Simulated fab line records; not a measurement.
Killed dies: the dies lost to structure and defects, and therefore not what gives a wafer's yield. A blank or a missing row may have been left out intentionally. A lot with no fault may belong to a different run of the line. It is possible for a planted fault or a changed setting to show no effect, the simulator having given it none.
Check for tools in common -- flow sky130 -- 13 lots, 39 wafers sampled

REASON FOR OPENING
At SKY_GATE_OXIDE_TW_MEAS_14 the reading GATE_OXIDE_TW is flagged on 4 of 13 lots. Wafers without a fault read 222.8, standard deviation 2.4.
Rule: a lot gets a flag if all its wafers with a number sit over 4 standard deviations from that mean, or if no wafer of it has a number. The rest of the lots are taken to be sound.

lot,measured,on,"GATE_OXIDE_TW, wafer by wafer",flag
L889,day 14 06:14,film metro-02,224.8 224.0 224.0,
L890,day 14 13:41,film metro-02,223.4 224.6 225.6,
L891,day 15 00:25,film metro-02,225.4 225.2 225.0,
L894,day 15 21:53,film metro-03,222.0 221.5 221.4,
L893,day 15 22:13,film metro-04,221.8 222.4 223.1,
L896,day 17 09:41,film metro-03,220.2 219.2 219.6,
L897,day 17 10:01,film metro-04,222.7 221.4 222.5,
L898,day 17 12:39,film metro-02,226.6 224.8 225.8,
L899,day 17 20:18,film metro-02,225.5 225.2 225.5,
L902,day 18 19:20,film metro-03,319.2 319.6 320.4,FLAGGED
L903,day 19 03:00,film metro-02,327.2 330.2 328.1,FLAGGED
L904,day 19 18:12,film metro-02,330.1 328.8 329.7,FLAGGED
L905,day 20 09:05,film metro-04,324.6 326.7 323.5,FLAGGED
Average over the flagged lots: 325.7; offset from the usual +102.9, equal to +43 standard deviations.

WHICH TOOL EACH LOT WENT THROUGH
2 process steps preceding the reading are held in the record, out of 708 steps in the route. In each cell: the tool, then ch and the chambers that the sampled wafers went through, then the start.
lot,flag,SKY_VT_ADJUST_PCH_STRIP_09,SKY_GATE_OXIDE_IMPLANT_11
L889,,"plasma asher-03 ch 0,1, day 10 19:46","implanter-03 ch 0, day 14 05:56"
L890,,"plasma asher-03 ch 0,1, day 11 04:09","implanter-01 ch 0, day 14 13:20"
L891,,"plasma asher-03 ch 0,1, day 11 12:44","implanter-01 ch 0, day 15 00:05"
L894,,"plasma asher-03 ch 0,1, day 12 10:10","implanter-01 ch 0, day 15 21:32"
L893,,"plasma asher-02 ch 0,1, day 12 04:09","implanter-03 ch 0, day 15 21:55"
L896,,"plasma asher-03 ch 0,1, day 13 07:27","implanter-04 ch 0, day 17 09:20"
L897,,"plasma asher-03 ch 1, day 13 08:06","implanter-03 ch 0, day 17 09:40"
L898,,"plasma asher-03 ch 0,1, day 13 17:10","implanter-03 ch 0, day 17 12:19"
L899,,"plasma asher-01 ch 0,1, day 13 23:59","implanter-03 ch 0, day 17 19:57"
L902,FLAGGED,"plasma asher-02 ch 0,1, day 14 21:25","implanter-01 ch 0, day 18 18:59"
L903,FLAGGED,"plasma asher-01 ch 0,1, day 15 04:14","implanter-03 ch 0, day 19 02:39"
L904,FLAGGED,"plasma asher-03 ch 0,1, day 15 20:42","implanter-01 ch 0, day 19 17:52"
L905,FLAGGED,"plasma asher-03 ch 0,1, day 16 04:17","implanter-03 ch 0, day 20 08:44"
What the steps here do:
- SKY_VT_ADJUST_PCH_STRIP_09: strips in O2/N2.
- SKY_GATE_OXIDE_IMPLANT_11
- SKY_GATE_OXIDE_TW_MEAS_14

FLAGGED AGAINST TOTAL, ONE TOOL AT A TIME (gauges that did the reading follow at the end)
step,tool,lots run,flagged,share of the flagged lots,sound lots run after its first flagged lot
SKY_VT_ADJUST_PCH_STRIP_09,plasma asher-01,2,1,some,0
SKY_VT_ADJUST_PCH_STRIP_09,plasma asher-02,2,1,some,0
SKY_VT_ADJUST_PCH_STRIP_09,plasma asher-03,9,2,some,0
SKY_GATE_OXIDE_IMPLANT_11,implanter-01,5,2,some,0
SKY_GATE_OXIDE_IMPLANT_11,implanter-03,7,2,some,0
SKY_GATE_OXIDE_IMPLANT_11,implanter-04,1,0,none,-
SKY_GATE_OXIDE_TW_MEAS_14,film metro-02,7,2,some,0
SKY_GATE_OXIDE_TW_MEAS_14,film metro-03,3,1,some,0
SKY_GATE_OXIDE_TW_MEAS_14,film metro-04,3,1,some,0

WHAT THE TABLE PERMITS
No row of the table ran every flagged lot.

WHAT THE SIMULATOR HAD PUT IN
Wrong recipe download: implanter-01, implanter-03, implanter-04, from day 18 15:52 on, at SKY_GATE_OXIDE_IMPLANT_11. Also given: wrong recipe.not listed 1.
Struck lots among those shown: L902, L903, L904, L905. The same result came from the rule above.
